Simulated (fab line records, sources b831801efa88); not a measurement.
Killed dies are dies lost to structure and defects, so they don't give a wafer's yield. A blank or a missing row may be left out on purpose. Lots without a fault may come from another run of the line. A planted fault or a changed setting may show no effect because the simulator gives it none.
Chamber matching | flow sky130 | SKY_VIA3_ETCH_14 on rie_diel-02: 4 sister chambers
The step etches BARC in N2/H2, stops on SiO2, time 45.9 s, target depth 60 nm. 8 wafers are shown with their chamber, then 12 later ones without.

WAFERS WITH THEIR CHAMBER
wafer  | chamber | drypump_motor_current_A (A) | throttle_valve_pct (%)
L075.1 | 2       | 5.0                         | 13.237
L077.5 | 1       | 5.9                         | 13.217
L078.1 | 2       | 5.0                         | 13.231
L078.3 | 1       | 5.9                         | 13.221
L084.4 | 3       | 5.7                         | 13.218
L087.1 | 0       | 6.6                         | 13.226
L087.2 | 3       | 5.7                         | 13.230
L087.4 | 0       | 6.5                         | 13.217

WAFERS WITHOUT THEIR CHAMBER
wafer  | drypump_motor_current_A (A) | throttle_valve_pct (%)
L088.2 | 6.6                         | 13.231
L088.3 | 5.7                         | 13.224
L088.4 | 6.5                         | 13.222
L091.1 | 5.9                         | 13.236
L091.5 | 5.0                         | 13.216
L091.6 | 6.0                         | 13.220
L094.4 | 5.9                         | 13.215
L094.5 | 5.7                         | 13.222
L094.6 | 6.6                         | 13.211
L097.1 | 5.0                         | 13.224
L097.4 | 5.7                         | 13.212
L097.5 | 5.0                         | 13.239

WHICH CHAMBER EACH WENT THROUGH
wafer  | from the rows above | in truth
L088.2 | 0                   | 0
L088.3 | 3                   | 3
L088.4 | 0                   | 0
L091.1 | 1                   | 1
L091.5 | 2                   | 2
L091.6 | 1                   | 1
L094.4 | 1                   | 1
L094.5 | 3                   | 3
L094.6 | 0                   | 0
L097.1 | 2                   | 2
L097.4 | 3                   | 3
L097.5 | 2                   | 2
Placed correctly: 12 of 12. Can't be placed from these rows: 0. Placed wrongly: 0.
How it was worked out, from the rows above alone: a wafer's distance from a chamber is the root of the sum, over the readings, of the square of ((its reading less the chamber's mean) divided by the reading's scatter). The wafer belongs to the nearest chamber; if the next one is less than 2 further off, it can't be placed. A chamber's mean is the mean of its shown wafers. The scatter: the root of (the sum of the squares of (reading less its chamber's mean) over the shown wafers, divided by (wafers less chambers)).
